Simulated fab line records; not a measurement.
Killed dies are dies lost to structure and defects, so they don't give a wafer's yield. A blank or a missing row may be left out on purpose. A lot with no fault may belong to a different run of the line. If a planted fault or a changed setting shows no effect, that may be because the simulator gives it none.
fab line records ; flow sky130
record lots=6; wafers=18; last_day=50
route steps=708 shown VIA1@470 PAD_OPEN@708
lots that met no fault: from a run of the same line without faults
start_h: hours from the record's first day to the start of the lot's first wafer shown ; wait_h: time in hours since the lot's previous step ; " unchanged from the row above ; L1.1+2: a single row standing in for several wafers ; - no value, or no start given ; * or withheld: withheld ; < > ~ a bound
route shown NAME@n: NAME is a module with steps in the file, n the number in the route of the first one ; usual: average and standard deviation across the fault-free wafers ; same: alike in all rows ; chamber/n: place in a boat ; sites: readings site by site ; _std_site: how widely they spread, as a standard deviation ; _edge_site: the outer-site mean with the inner-site mean subtracted ; radius_mm: for every site, how far away it sits from the centre of the wafer ; mask NAME#n: copy n ; behind: the most recent tool/chamber to have shaped the wafer ; hold: why the lot went on hold/how many hours it stayed there/how the hold came to an end ; device: the transistor (n, p or np) that didn't switch ; end of line: tests run on the same wafers once the route is complete ; a step with no rows: only its recipe ; killed: the dies lost at the first sort to structure and to defects; this is not the yield of the wafer ; map: shows each die of a wafer: x if killed, . if not, _ if none is there
set.NAME: the setting as run; set.NAME@STEP: as run at that earlier step ; model.NAME: the simulator's own value behind a step, which no gauge read
lots at selected steps of the route; one table per step, one row per wafer
services: from which hour (start_h, from the record's first day; less than 0 if before it) a tool's chamber was out of use, for how many hours, and why
## steps
# step SKY_VIA1_CD_MEAS_12
# recipe target_cd_nm=150
# usual cd_nm=149.7/1.8
lot.wafer;tool;chamber;start_h;wait_h;cd_nm
L523.2;cd_sem-01;-;818.84;-;148.7
L523.4;cd_sem-01;-;818.84;-;150.4
L523.6;cd_sem-01;-;818.84;-;148.3
L526.1;cd_sem-01;-;841.89;-;153.6
L526.2;cd_sem-01;-;841.89;-;154.3
L526.6;cd_sem-01;-;841.89;-;155.2
L530.2;cd_sem-02;-;876.11;-;152.5
L530.3;cd_sem-02;-;876.11;-;150.4
L530.4;cd_sem-02;-;876.11;-;152.1
L532.4;cd_sem-02;-;884.28;-;150.7
L532.5;cd_sem-02;-;884.28;-;149.4
L532.6;cd_sem-02;-;884.28;-;149.5
L540.1;cd_sem-02;-;954.34;-;151.3
L540.2;cd_sem-02;-;954.34;-;150.3
L540.6;cd_sem-02;-;954.34;-;150.3
L539.1;cd_sem-01;-;955.12;-;147.8
L539.3;cd_sem-01;-;955.12;-;149.0
L539.4;cd_sem-01;-;955.12;-;149.8
# step SKY_VIA1_OVL_MEAS_13
# usual VIA1_OVL=0/5.7
lot.wafer;tool;chamber;start_h;wait_h;VIA1_OVL[nm]
L523.2;overlay-02;-;818.95;0.1;-1
L523.4;overlay-02;-;818.95;0.1;3
L523.6;overlay-02;-;818.95;0.1;-3
L526.1;overlay-02;-;842.01;0.1;12
L526.2;overlay-02;-;842.01;0.1;14
L526.6;overlay-02;-;842.01;0.1;2
L530.2;overlay-01;-;876.21;0.1;-4
L530.3;overlay-01;-;876.21;0.1;-11
L530.4;overlay-01;-;876.21;0.1;-1
L532.4;overlay-02;-;884.36;0.1;-11
L532.5;overlay-02;-;884.36;0.1;-9
L532.6;overlay-02;-;884.36;0.1;-8
L540.1;overlay-01;-;954.46;0.1;5
L540.2;overlay-01;-;954.46;0.1;-4
L540.6;overlay-01;-;954.46;0.1;-2
L539.1;overlay-01;-;955.24;0.1;2
L539.3;overlay-01;-;955.24;0.1;0
L539.4;overlay-01;-;955.24;0.1;3
# step SKY_VIA1_ETCH_14
# recipe chemistry=N2/H2; target=BARC; ion_energy_ev=200; source_w=500; bias_w=100; pressure_mtorr=30; n2_flow_sccm=100; h2_flow_sccm=200; stop_on=SiO2; time_s=45.9; target_depth_a=600
# usual drypump_motor_current_A=5.72/0.24; n2_flow_sccm=100.03/0.29; oes_product_au=0.855/0.005; throttle_valve_pct=13.225/0.0086
lot.wafer;tool;chamber;start_h;wait_h;drypump_motor_current_A;n2_flow_sccm;oes_product_au;rf_hours_counter_h;throttle_valve_pct
L523.2;rie_diel-01;0;818.98;0.0;5.96;100.16;0.851;33;13.230
L523.4;rie_diel-01;3;818.98;0.0;5.18;100.25;0.853;2;13.222
L523.6;rie_diel-01;1;818.98;0.0;5.88;99.84;0.860;-;13.225
L526.1;rie_diel-03;3;842.04;0.0;5.87;99.64;0.847;9;13.230
L526.2;rie_diel-03;2;842.04;0.0;5.42;99.24;0.858;16;13.242
L526.6;rie_diel-03;2;842.04;0.0;5.42;100.00;0.852;-;13.215
L530.2;rie_diel-04;0;876.24;0.0;5.96;99.62;0.856;17;13.217
L530.3;rie_diel-04;3;876.24;0.0;5.84;99.52;0.861;25;13.202
L530.4;rie_diel-04;1;876.24;0.0;5.47;99.95;0.851;14;13.230
L532.4;rie_diel-04;1;884.38;0.0;5.47;100.30;0.845;14;13.215
L532.5;rie_diel-04;3;884.38;0.0;5.78;99.43;0.858;-;13.220
L532.6;rie_diel-04;2;884.38;0.0;5.59;99.96;0.850;-;13.225
L540.1;rie_diel-03;1;954.49;0.0;5.84;100.17;0.858;19;13.219
L540.2;rie_diel-03;3;954.49;0.0;5.90;100.45;0.857;12;13.219
L540.6;rie_diel-03;3;954.49;0.0;5.90;100.67;0.847;-;13.226
L539.1;rie_diel-04;1;955.27;0.0;5.50;99.84;0.860;17;13.218
L539.3;rie_diel-04;2;955.27;0.0;5.61;99.83;0.861;14;13.232
L539.4;rie_diel-04;0;955.27;0.0;5.98;99.96;0.861;20;13.218
# step SKY_VIA1_ETCH_15
# recipe target=SiO2; chemistry=C4F8/O2/Ar; target_depth_nm=351; stop_on=TiN; mask_material=KrF-thick; source_w=1500; bias_w=1200; pressure_mtorr=40; c4f8_flow_sccm=withheld; O2_flow_sccm=6; Ar_flow_sccm=300; time_s=54
# usual oes_product_au=0.981/0.0063
lot.wafer;tool;chamber;start_h;wait_h;oes_product_au
L523.2;rie_diel-01;0;819.02;0.0;0.975
L523.4;rie_diel-01;3;819.02;0.0;0.988
L523.6;rie_diel-01;1;819.02;0.0;0.979
L526.1;rie_diel-03;3;842.09;0.0;0.980
L526.2;rie_diel-03;2;842.09;0.0;0.982
L526.6;rie_diel-03;2;842.09;0.0;0.991
L530.2;rie_diel-04;0;876.29;0.0;0.979
L530.3;rie_diel-04;3;876.29;0.0;0.966
L530.4;rie_diel-04;1;876.29;0.0;0.990
L532.4;rie_diel-04;1;884.42;0.0;0.993
L532.5;rie_diel-04;3;884.42;0.0;0.987
L532.6;rie_diel-04;2;884.42;0.0;0.968
L540.1;rie_diel-03;1;954.54;0.0;0.979
L540.2;rie_diel-03;3;954.54;0.0;0.983
L540.6;rie_diel-03;3;954.54;0.0;0.982
L539.1;rie_diel-04;1;955.31;0.0;0.987
L539.3;rie_diel-04;2;955.31;0.0;0.980
L539.4;rie_diel-04;0;955.31;0.0;0.979
# step SKY_VIA1_STRIP_16
# recipe chemistry=O2/N2; power_w=1400; pressure_mtorr=1500; platen_temp_c=withheld; o2_flow_sccm=3000; n2_flow_sccm=300; overash_fraction=0.5
# usual drypump_motor_current_A=5.7/0.42; n2_flow_sccm=300.1/0.87; oes_product_au=0.416/0.0048; strip_time_to_endpoint_s=4.461/0.02
lot.wafer;tool;chamber;start_h;wait_h;drypump_motor_current_A;n2_flow_sccm;oes_product_au;rf_hours_counter_h;strip_time_to_endpoint_s
L523.2;plasma_asher-02;0;819.07;0.0;6.0;299.4;0.416;71;4.479
L523.4;plasma_asher-02;1;819.07;0.0;6.1;299.7;0.413;-;4.458
L523.6;plasma_asher-02;1;819.07;0.0;6.0;300.1;0.416;-;4.456
L526.1;plasma_asher-03;0;842.13;0.0;5.9;299.5;0.418;99;4.431
L526.2;plasma_asher-03;1;842.13;0.0;5.8;301.5;0.416;99;4.431
L526.6;plasma_asher-03;1;842.13;0.0;5.8;299.8;0.415;-;4.446
L530.2;plasma_asher-02;1;876.33;0.0;6.0;300.6;0.416;77;4.486
L530.3;plasma_asher-02;1;876.33;0.0;6.0;300.2;0.415;-;4.490
L530.4;plasma_asher-02;0;876.33;0.0;6.0;300.1;0.417;-;4.456
L532.4;plasma_asher-02;0;884.50;0.1;6.0;301.9;0.411;-;4.444
L532.5;plasma_asher-02;0;884.50;0.1;6.0;301.4;0.416;-;4.483
L532.6;plasma_asher-02;1;884.50;0.1;6.0;301.3;0.418;-;4.467
L540.1;plasma_asher-01;1;954.58;0.0;4.9;299.4;0.418;19;4.498
L540.2;plasma_asher-01;0;954.58;0.0;5.6;299.2;0.420;19;4.497
L540.6;plasma_asher-01;1;954.58;0.0;4.9;299.1;0.422;-;4.486
L539.1;plasma_asher-02;1;955.36;0.0;6.0;299.6;0.419;86;4.422
L539.3;plasma_asher-02;0;955.36;0.0;6.0;298.7;0.418;-;4.446
L539.4;plasma_asher-02;1;955.36;0.0;6.0;300.7;0.412;-;4.470
# step SKY_VIA1_STRIP_17
# recipe chemistry=post_etch_residue_remover; time_s=1200; temp_c=72.5
# step SKY_VIA1_CLEAN_18
# recipe chemistry=IPA; time_s=180; temp_c=25
# step SKY_VIA1_CLEAN_19
# recipe chemistry=O3/DIW; dry=n2_spin
# step SKY_VIA1_SPUTTER_20
# recipe material=TiN; target_thk_nm=20; chamber_pressure_pa=5; power_w=4000; time_s=80
# usual throttle_valve_pct=29.8/1.3
lot.wafer;tool;chamber;start_h;wait_h;throttle_valve_pct
L523.2;pvd_sputter-01;-;819.77;0.0;29.4
L523.4;pvd_sputter-01;-;819.77;0.0;31.2
L523.6;pvd_sputter-01;-;819.77;0.0;29.6
L526.1;pvd_sputter-04;-;842.77;0.0;29.4
L526.2;pvd_sputter-04;-;842.77;0.0;28.1
L526.6;pvd_sputter-04;-;842.77;0.0;28.1
L530.2;pvd_sputter-03;-;876.93;0.0;29.3
L530.3;pvd_sputter-03;-;876.93;0.0;27.4
L530.4;pvd_sputter-03;-;876.93;0.0;29.5
L532.4;pvd_sputter-01;-;885.07;0.0;30.9
L532.5;pvd_sputter-01;-;885.07;0.0;31.2
L532.6;pvd_sputter-01;-;885.07;0.0;29.6
L540.1;pvd_sputter-04;-;955.29;0.0;30.0
L540.2;pvd_sputter-04;-;955.29;0.0;29.2
L540.6;pvd_sputter-04;-;955.29;0.0;29.6
L539.1;pvd_sputter-01;-;955.95;0.0;29.5
L539.3;pvd_sputter-01;-;955.95;0.0;32.7
L539.4;pvd_sputter-01;-;955.95;0.0;30.0
# step SKY_VIA1_CVD_21
# recipe material=W; target_thk_nm=270; time_s=80.902; temp_c=400; pressure_torr=40
# usual heater_power_w=905/96
lot.wafer;tool;chamber;start_h;wait_h;heater_power_w
L523.2;cvd_w-02;1;819.83;0.0;976
L523.4;cvd_w-02;0;819.83;0.0;742
L523.6;cvd_w-02;0;819.83;0.0;743
L526.1;cvd_w-02;0;842.83;0.0;758
L526.2;cvd_w-02;1;842.83;0.0;982
L526.6;cvd_w-02;1;842.83;0.0;987
L530.2;cvd_w-01;0;876.99;0.0;878
L530.3;cvd_w-01;1;876.99;0.0;963
L530.4;cvd_w-01;0;876.99;0.0;863
L532.4;cvd_w-01;1;885.16;0.1;1012
L532.5;cvd_w-01;1;885.16;0.1;991
L532.6;cvd_w-01;0;885.16;0.1;861
L540.1;cvd_w-02;1;955.35;0.0;887
L540.2;cvd_w-02;0;955.35;0.0;724
L540.6;cvd_w-02;0;955.35;0.0;742
L539.1;cvd_w-02;0;956.01;0.0;729
L539.3;cvd_w-02;1;956.01;0.0;902
L539.4;cvd_w-02;0;956.01;0.0;747
# step SKY_VIA1_RS_MEAS_22
# recipe thk_meas_gauge=four-point-probe; reads=W_of_VIA1_CVD_21+TiN_of_VIA1_SPUTTER_20
# usual VIA1_W_RS=0.428/0.0043
lot.wafer;tool;chamber;start_h;wait_h;VIA1_W_RS[ohm/sq]
L523.2;film_metro-03;-;819.94;0.1;0.426
L523.4;film_metro-03;-;819.94;0.1;0.424
L523.6;film_metro-03;-;819.94;0.1;0.425
L526.1;film_metro-03;-;842.92;0.1;0.418
L526.2;film_metro-03;-;842.92;0.1;0.423
L526.6;film_metro-03;-;842.92;0.1;0.423
L530.2;film_metro-02;-;877.10;0.1;0.433
L530.3;film_metro-02;-;877.10;0.1;0.428
L530.4;film_metro-02;-;877.10;0.1;0.429
L532.4;film_metro-02;-;885.28;0.1;0.432
L532.5;film_metro-02;-;885.28;0.1;0.430
L532.6;film_metro-02;-;885.28;0.1;0.433
L540.1;film_metro-03;-;955.44;0.1;0.429
L540.2;film_metro-03;-;955.44;0.1;0.427
L540.6;film_metro-03;-;955.44;0.1;0.428
L539.1;film_metro-02;-;956.19;0.1;0.435
L539.3;film_metro-02;-;956.19;0.1;0.431
L539.4;film_metro-02;-;956.19;0.1;0.432
# step SKY_VIA1_THK_MEAS_23
# recipe thk_meas_gauge=xrf; reads=W_of_VIA1_CVD_21
# usual VIA1_W_THK=276/3.9
lot.wafer;tool;chamber;start_h;wait_h;VIA1_W_THK[nm]
L523.2;film_metro-03;-;820.05;0.1;278
L523.4;film_metro-03;-;820.05;0.1;280
L523.6;film_metro-03;-;820.05;0.1;279
L526.1;film_metro-03;-;843.04;0.1;282
L526.2;film_metro-03;-;843.04;0.1;279
L526.6;film_metro-03;-;843.04;0.1;281
L530.2;film_metro-02;-;877.21;0.1;270
L530.3;film_metro-02;-;877.21;0.1;272
L530.4;film_metro-02;-;877.21;0.1;274
L532.4;film_metro-02;-;885.37;0.1;271
L532.5;film_metro-02;-;885.37;0.1;270
L532.6;film_metro-02;-;885.37;0.1;270
L540.1;film_metro-03;-;955.56;0.1;276
L540.2;film_metro-03;-;955.56;0.1;278
L540.6;film_metro-03;-;955.56;0.1;277
L539.1;film_metro-02;-;956.31;0.1;269
L539.3;film_metro-02;-;956.31;0.1;271
L539.4;film_metro-02;-;956.31;0.1;270
# step SKY_VIA1_CMP_24
# recipe stop_on=SiO2; t_overpolish_s=15; down_force_psi=3.5; platen_rpm=60; target_thk_nm=0; pad_velocity_m_s=0.94248
# usual motor_current_A=11.5/0.87; overpolish_run_s=14.999/0.0089; time_to_endpoint_s=65/3.4
lot.wafer;tool;chamber;start_h;wait_h;motor_current_A;overpolish_run_s;time_to_endpoint_s
L523.2;cmp-02;1;820.15;0.1;11.9;14.989;70
L523.4;cmp-02;3;820.15;0.1;12.2;15.011;62
L523.6;cmp-02;0;820.15;0.1;11.4;14.984;60
L526.2;cmp-01;1;843.15;0.1;11.2;14.995;63
L526.1;cmp-01;2;843.15;0.1;10.3;14.996;67
L526.6;cmp-01;0;843.15;0.1;11.6;15.025;64
L530.3;cmp-01;1;877.26;0.0;11.1;0.041;104
L530.2;cmp-01;2;877.26;0.0;10.4;0.027;103
L530.4;cmp-01;0;877.26;0.0;11.5;0.038;104
L532.4;cmp-01;1;885.50;0.1;10.9;0.046;103
L532.6;cmp-01;3;885.50;0.1;11.0;0.043;103
L532.5;cmp-01;0;885.50;0.1;11.7;0.037;103
L540.2;cmp-02;1;955.64;0.1;11.2;14.994;68
L540.1;cmp-02;3;955.64;0.1;12.0;15.013;58
L540.6;cmp-02;2;955.64;0.1;13.1;14.994;62
L539.4;cmp-02;2;956.44;0.1;13.0;15.012;59
L539.3;cmp-02;3;956.44;0.1;12.2;15.006;60
L539.1;cmp-02;0;956.44;0.1;11.5;15.000;59
# step SKY_PAD_OPEN_PROBE_99
# usual defect_limited_yield=82.8/1.7; killed_at_M0_to_M3=43/6.2; killed_at_M4_up=2.8/1.7; killed_at_contacts=24/4.8; killed_at_front_end=15/4.3; killed_at_other=0.3/0.55; killed_dies=85/8.4; killed_on_rim=17/3.8; killed_open=46/6.7; killed_short=38/6.2; sort_bin_3_pad_short=0.9/0.46; sort_bin_5_function=10.2/1.3; sort_bin_6_memory=6.1/0.9; sort_n_pass=407/8.4; sort_yield_pct=82.8/1.7
# same gross_dies=492; killed_at_back_side=0; sort_bin_4_leakage[%]=0; sort_bin_8_speed[%]=0
lot.wafer;tool;chamber;start_h;wait_h;defect_limited_yield[%];killed_at_M0_to_M3;killed_at_M4_up;killed_at_contacts;killed_at_front_end;killed_at_other;killed_dies;killed_on_rim;killed_open;killed_short;sort_bin_3_pad_short[%];sort_bin_5_function[%];sort_bin_6_memory[%];sort_n_pass;sort_yield_pct[%]
L530.2;prober-02;-;1141.01;0.1;0;448;3;28;12;1;492;96;43;39;83.9;9.1;6.9;0;0
L530.3;prober-02;-;1141.06;0.2;0;448;1;25;18;0;492;96;55;34;83.1;9.3;7.5;0;0
L530.4;prober-02;-;1141.11;0.2;0;444;2;26;20;0;492;96;51;38;82.7;10.8;6.5;0;0
L532.4;prober-01;-;1145.43;0.2;0;445;4;21;22;0;492;96;46;37;83.7;9.6;6.7;0;0
L532.5;prober-01;-;1145.48;0.2;0;450;3;24;15;0;492;96;54;37;82.1;11.0;6.9;0;0
L532.6;prober-01;-;1145.53;0.2;0;457;4;20;11;0;492;96;50;30;84.1;9.6;6.3;0;0
# killed by level:class
L530.2 VIA1:area_cmp=410 CONTACT:geometric_particle:open=12 VIA1:geometric_particle:open=12 LOCAL_INTERCONNECT:geometric_particle:short=6 CONTACT:geometric_particle:short=6 FIELD_ISO:geometric_particle:short=5 METAL2:geometric_particle:short=5 VIA2:geometric_particle:open=5
L530.3 VIA1:area_cmp=403 VIA1:geometric_particle:open=12 VIA3:geometric_particle:open=9 LI_CONTACT:geometric_particle:open=8 CONTACT:geometric_particle:open=8 VIA2:geometric_particle:open=6 METAL1:geometric_particle:short=5 FIELD_ISO:geometric_particle:short=4
L530.4 VIA1:area_cmp=403 VIA1:geometric_particle:open=13 LI_CONTACT:geometric_particle:open=9 CONTACT:geometric_particle:open=8 POLY_GATE:geometric_particle:short=7 METAL1:geometric_particle:short=6 FIELD_ISO:geometric_particle:open=5 CONTACT:geometric_particle:short=5
L532.4 VIA1:area_cmp=409 FIELD_ISO:geometric_particle:open=7 CONTACT:geometric_particle:open=7 VIA2:geometric_particle:open=7 FIELD_ISO:geometric_particle:short=6 VIA1:geometric_particle:open=6 CONTACT:geometric_particle:short=5 METAL1:geometric_particle:short=5
L532.5 VIA1:area_cmp=400 CONTACT:geometric_particle:open=9 LI_CONTACT:geometric_particle:open=9 VIA3:geometric_particle:open=9 VIA1:geometric_particle:open=8 VIA2:geometric_particle:open=7 METAL2:geometric_particle:short=6 METAL1:geometric_particle:short=5
L532.6 VIA1:area_cmp=411 VIA1:geometric_particle:open=18 VIA3:geometric_particle:open=9 LI_CONTACT:geometric_particle:open=7 CONTACT:geometric_particle:open=5 FIELD_ISO:geometric_particle:short=4 METAL1:geometric_particle:short=4 LOCAL_INTERCONNECT:geometric_particle:short=3
# map L530.2 (x killed, . not)
__________xxxxxxxxxx_________
________xxxxxxxxxxxxxx_______
______xxxxxxxxxxxxxxxxxx_____
_____xxxxxxxxxxxxxxxxxxxx____
____xxxxxxxxxxxxxxxxxxxxxx___
___xxxxxxxxxxxxxxxxxxxxxxxx__
__xxxxxxxxxxxxxxxxxxxxxxxxxx_
_xxxxxxxxxxxxxxxxxxxxxxxxxxxx
_xxxxxxxxxxxxxxxxxxxxxxxxxxxx
_xxxxxxxxxxxxxxxxxxxxxxxxxxxx
_xxxxxxxxxxxxxxxxxxxxxxxxxxxx
_xxxxxxxxxxxxxxxxxxxxxxxxxxxx
_xxxxxxxxxxxxxxxxxxxxxxxxxxxx
_xxxxxxxxxxxxxxxxxxxxxxxxxxxx
_xxxxxxxxxxxxxxxxxxxxxxxxxxxx
__xxxxxxxxxxxxxxxxxxxxxxxxxx_
___xxxxxxxxxxxxxxxxxxxxxxxx__
____xxxxxxxxxxxxxxxxxxxxxx___
_____xxxxxxxxxxxxxxxxxxxx____
______xxxxxxxxxxxxxxxxxx_____
________xxxxxxxxxxxxxx_______
__________xxxxxxxxxx_________
# map L532.4 (x killed, . not)
__________xxxxxxxxxx_________
________xxxxxxxxxxxxxx_______
______xxxxxxxxxxxxxxxxxx_____
_____xxxxxxxxxxxxxxxxxxxx____
____xxxxxxxxxxxxxxxxxxxxxx___
___xxxxxxxxxxxxxxxxxxxxxxxx__
__xxxxxxxxxxxxxxxxxxxxxxxxxx_
_xxxxxxxxxxxxxxxxxxxxxxxxxxxx
_xxxxxxxxxxxxxxxxxxxxxxxxxxxx
_xxxxxxxxxxxxxxxxxxxxxxxxxxxx
_xxxxxxxxxxxxxxxxxxxxxxxxxxxx
_xxxxxxxxxxxxxxxxxxxxxxxxxxxx
_xxxxxxxxxxxxxxxxxxxxxxxxxxxx
_xxxxxxxxxxxxxxxxxxxxxxxxxxxx
_xxxxxxxxxxxxxxxxxxxxxxxxxxxx
__xxxxxxxxxxxxxxxxxxxxxxxxxx_
___xxxxxxxxxxxxxxxxxxxxxxxx__
____xxxxxxxxxxxxxxxxxxxxxx___
_____xxxxxxxxxxxxxxxxxxxx____
______xxxxxxxxxxxxxxxxxx_____
________xxxxxxxxxxxxxx_______
__________xxxxxxxxxx_________
## services
tool;chamber;start_h;hours;kind
cmp-01;-;799.33;0.7;repair
cmp-01;-;804.46;1.1;repair
pvd_sputter-04;-;805.84;2.1;repair
plasma_asher-01;-;807.45;15.6;pm
cvd_w-02;-;810.86;0.5;repair
rie_diel-01;1;815.86;2.4;repair
rie_diel-04;2;831.20;14.3;repair
cmp-02;-;832.09;5.0;repair
plasma_asher-01;-;834.36;1.3;repair
cmp-01;-;835.17;0.3;repair
cvd_w-01;-;845.12;2.8;pm
pvd_sputter-04;-;846.54;6.6;repair
rie_diel-03;1;869.69;19.0;repair
cvd_w-02;-;904.00;14.0;pm
cvd_w-02;0;904.00;14.0;vent_cycle
pvd_sputter-03;-;907.18;6.7;repair
cmp-02;-;912.17;4.0;pm
rie_diel-04;3;926.89;-;clean
rie_diel-04;3;926.89;19.7;scheduled_down
rie_diel-04;3;926.89;19.7;vent_cycle
cmp-01;-;934.40;6.5;repair
cmp-01;-;935.63;0.3;repair
rie_diel-01;2;942.90;8.1;repair
plasma_asher-03;-;952.13;2.9;repair
## key
first_sign step=SKY_VIA1_CMP_24; reading=overpolish_run_s; direction=down; sigmas=99+; usual=14.999; struck=0.039
effect step=SKY_VIA1_CMP_24; reading=time_to_endpoint_s; direction=up; sigmas=11; usual=*; struck=*
effect step=SKY_PAD_OPEN_PROBE_99; reading=sort_bin_3_pad_short; direction=up; sigmas=99+; usual=0.9; struck=83.3
more_kills_born_at SKY_VIA1_CMP_24@cmp-01=2436
met_at SKY_VIA1_CMP_24
struck_wafers L530.2,L530.3,L530.4,L532.4,L532.5,L532.6
later_rows_left_out L530.2,L530.3,L530.4,L532.4,L532.5,L532.6
onset_between 843.15 877.26
fault kind=process_parameter_drift; tool=cmp-01; chamber=-; onset_h=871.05; steps=SKY_VIA1_CMP_24; channel=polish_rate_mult; offset=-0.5; shape=step; end_h=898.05
# later_rows_left_out: the simulator's readings of these wafers behind a module that went badly wrong aren't trusted and aren't shown, but for the sort
